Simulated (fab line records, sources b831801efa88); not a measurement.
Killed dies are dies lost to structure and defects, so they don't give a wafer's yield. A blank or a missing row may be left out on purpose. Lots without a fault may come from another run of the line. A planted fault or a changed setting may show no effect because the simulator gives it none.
A struck lot beside a sound one | flow sky130 | 43 steps out of a route of 708
Sound: wafers L412.2, L412.3, L412.5. Struck: wafers L433.3, L433.5. (L433.6 of the same lot was not struck and is left out.) The cause comes at the end.
At each step with rows: each side's tool, then ch and its chambers, then its first start. Under that, the readings that differ: sound wafers | struck wafers | difference of the means | sigmas: that difference in standard deviations of wafers without a fault.
alike: readings whose means differ by less than 2 such deviations, and words and numbers that are the same on both sides. not compared: withheld readings, readings that some wafer has no value for, bounds like >300 that may hide the same value, and numbers for which the record gives no deviation and whose values overlap.
The two part at a step that has a row with sigmas, a row that says differs or no value, or rows on one side only. Numbers that don't overlap but have no deviation are shown without sigmas and don't part them. A reading that every wafer of one side lacks parts them only if that side has two wafers or more.

SKY_VT_ADJUST_LVTN_STRIP_20: strips in O2/N2.
  sound on plasma_asher-04 ch 0,1, day 8 04:56; struck on plasma_asher-04 ch 0,1, day 14 00:20
  alike: drypump_motor_current_A, oes_product_au, strip_time_to_endpoint_s
  not compared: rf_hours_counter_h
SKY_VT_ADJUST_LVTN_TW_MEAS_21:
  sound on film_metro-04, day 8 05:02; struck on film_metro-03, day 14 00:25
  alike: VT_ADJUST_LVTN_2_TW
then, 7 steps without rows for these wafers: SKY_VT_ADJUST_NCORE_DEHYDRATE_00 (time 60 s); SKY_VT_ADJUST_NCORE_HMDS_01 (prime time 60 s); SKY_VT_ADJUST_NCORE_COAT_02 (resist thk 1140 nm); SKY_VT_ADJUST_NCORE_SOFTBAKE_03 (time 60 s); SKY_VT_ADJUST_NCORE_EXPOSE_04 (exposes mask LVTN COMPLEMENT THIN, target cd 380 nm); SKY_VT_ADJUST_NCORE_PEB_05; SKY_VT_ADJUST_NCORE_DEVELOP_06 (develop time 60 s).
SKY_VT_ADJUST_NCORE_CD_MEAS_07: target cd 380 nm.
  sound on cd_sem-01, day 9 03:09; struck on cd_sem-01, day 15 02:18
  reading    | sound             | struck      | difference | sigmas
  cd_nm (nm) | 374.5 376.3 373.7 | 380.1 381.3 | +5.9       | +3
SKY_VT_ADJUST_NCORE_OVL_MEAS_08:
  sound on overlay-02, day 9 03:16; struck on overlay-02, day 15 02:23
  alike: VT_ADJUST_NCORE_OVL
then, 1 step without rows for these wafers: SKY_VT_ADJUST_NCORE_IMPLANT_09.
SKY_VT_ADJUST_NCORE_STRIP_10: strips in O2/N2.
  sound on plasma_asher-03 ch 0,1, day 9 03:26; struck on plasma_asher-01 ch 1, day 15 02:36
  alike: drypump_motor_current_A, oes_product_au, strip_time_to_endpoint_s
  not compared: rf_hours_counter_h
SKY_VT_ADJUST_NCORE_TW_MEAS_11:
  sound on film_metro-04, day 9 03:33; struck on film_metro-01, day 15 02:41
  reading            | sound             | struck      | difference | sigmas
  VT_ADJUST_NCORE_TW | 222.8 221.5 221.4 | 217.5 216.4 | -5.0       | -2
then, 7 steps without rows for these wafers: SKY_VT_ADJUST_HVTR_DEHYDRATE_00 (time 60 s); SKY_VT_ADJUST_HVTR_HMDS_01 (prime time 60 s); SKY_VT_ADJUST_HVTR_COAT_02 (resist thk 1154 nm); SKY_VT_ADJUST_HVTR_SOFTBAKE_03 (time 60 s); SKY_VT_ADJUST_HVTR_EXPOSE_04 (exposes mask HVTRM, target cd 380 nm); SKY_VT_ADJUST_HVTR_PEB_05; SKY_VT_ADJUST_HVTR_DEVELOP_06 (develop time 60 s).
SKY_VT_ADJUST_HVTR_CD_MEAS_07: target cd 380 nm.
  sound on cd_sem-01, day 10 01:56; struck on cd_sem-01, day 16 06:37
  alike: cd_nm
SKY_VT_ADJUST_HVTR_OVL_MEAS_08:
  sound on overlay-01, day 10 02:02; struck on overlay-01, day 16 06:43
  alike: VT_ADJUST_HVTR_OVL
then, 1 step without rows for these wafers: SKY_VT_ADJUST_HVTR_IMPLANT_09.
SKY_VT_ADJUST_HVTR_STRIP_10: strips in O2/N2.
  sound on plasma_asher-01 ch 1, day 10 02:13; struck on plasma_asher-04 ch 0,1, day 16 06:55
  alike: drypump_motor_current_A, oes_product_au, strip_time_to_endpoint_s
  not compared: rf_hours_counter_h
SKY_VT_ADJUST_HVTR_TW_MEAS_11:
  sound on film_metro-04, day 10 02:20; struck on film_metro-03, day 16 07:01
  reading           | sound             | struck      | difference | sigmas
  VT_ADJUST_HVTR_TW | 213.5 214.1 214.6 | 209.2 210.3 | -4.3       | -3
then, 7 steps without rows for these wafers: SKY_VT_ADJUST_PCH_DEHYDRATE_00 (time 60 s); SKY_VT_ADJUST_PCH_HMDS_01 (prime time 60 s); SKY_VT_ADJUST_PCH_COAT_02 (resist thk 3000 nm); SKY_VT_ADJUST_PCH_SOFTBAKE_03; SKY_VT_ADJUST_PCH_EXPOSE_04 (exposes mask NWM, target cd 840 nm); SKY_VT_ADJUST_PCH_PEB_05; SKY_VT_ADJUST_PCH_DEVELOP_06 (develop time 60 s).
SKY_VT_ADJUST_PCH_OVL_MEAS_07:
  sound on overlay-01, day 11 01:32; struck on overlay-02, day 17 11:53
  alike: VT_ADJUST_PCH_OVL
then, 1 step without rows for these wafers: SKY_VT_ADJUST_PCH_IMPLANT_08.
SKY_VT_ADJUST_PCH_STRIP_09: strips in O2/N2.
  sound on plasma_asher-02 ch 0, day 11 01:43; struck on plasma_asher-04 ch 0, day 17 12:06
  alike: drypump_motor_current_A, oes_product_au, strip_time_to_endpoint_s
  not compared: rf_hours_counter_h
SKY_VT_ADJUST_PCH_TW_MEAS_10:
  sound on film_metro-03, day 11 01:50; struck on film_metro-01, day 17 12:11
  alike: VT_ADJUST_PCH_TW
then, 5 steps without rows for these wafers: SKY_SONOS_TUNNEL_DEHYDRATE_00 (time 60 s); SKY_SONOS_TUNNEL_HMDS_01 (prime time 60 s); SKY_SONOS_TUNNEL_COAT_02 (resist thk 1140 nm); SKY_SONOS_TUNNEL_SOFTBAKE_03 (time 60 s); SKY_SONOS_TUNNEL_EXPOSE_04 (exposes mask TUNM, target cd 410 nm).
-- the record jumps here: 33 days lie between the struck wafers' starts before and after (it left off in module SONOS_TUNNEL and takes up again in module PAD_OPEN, whose first step shown is number 708 of the route) --
SKY_PAD_OPEN_PROBE_99:
  the record has rows for the struck wafers here (prober-01, day 50 21:37) and none for the sound ones

WHERE THEY PART
First at SKY_VT_ADJUST_NCORE_CD_MEAS_07; last, within this record, at SKY_PAD_OPEN_PROBE_99.

WHY: what the simulator had put in
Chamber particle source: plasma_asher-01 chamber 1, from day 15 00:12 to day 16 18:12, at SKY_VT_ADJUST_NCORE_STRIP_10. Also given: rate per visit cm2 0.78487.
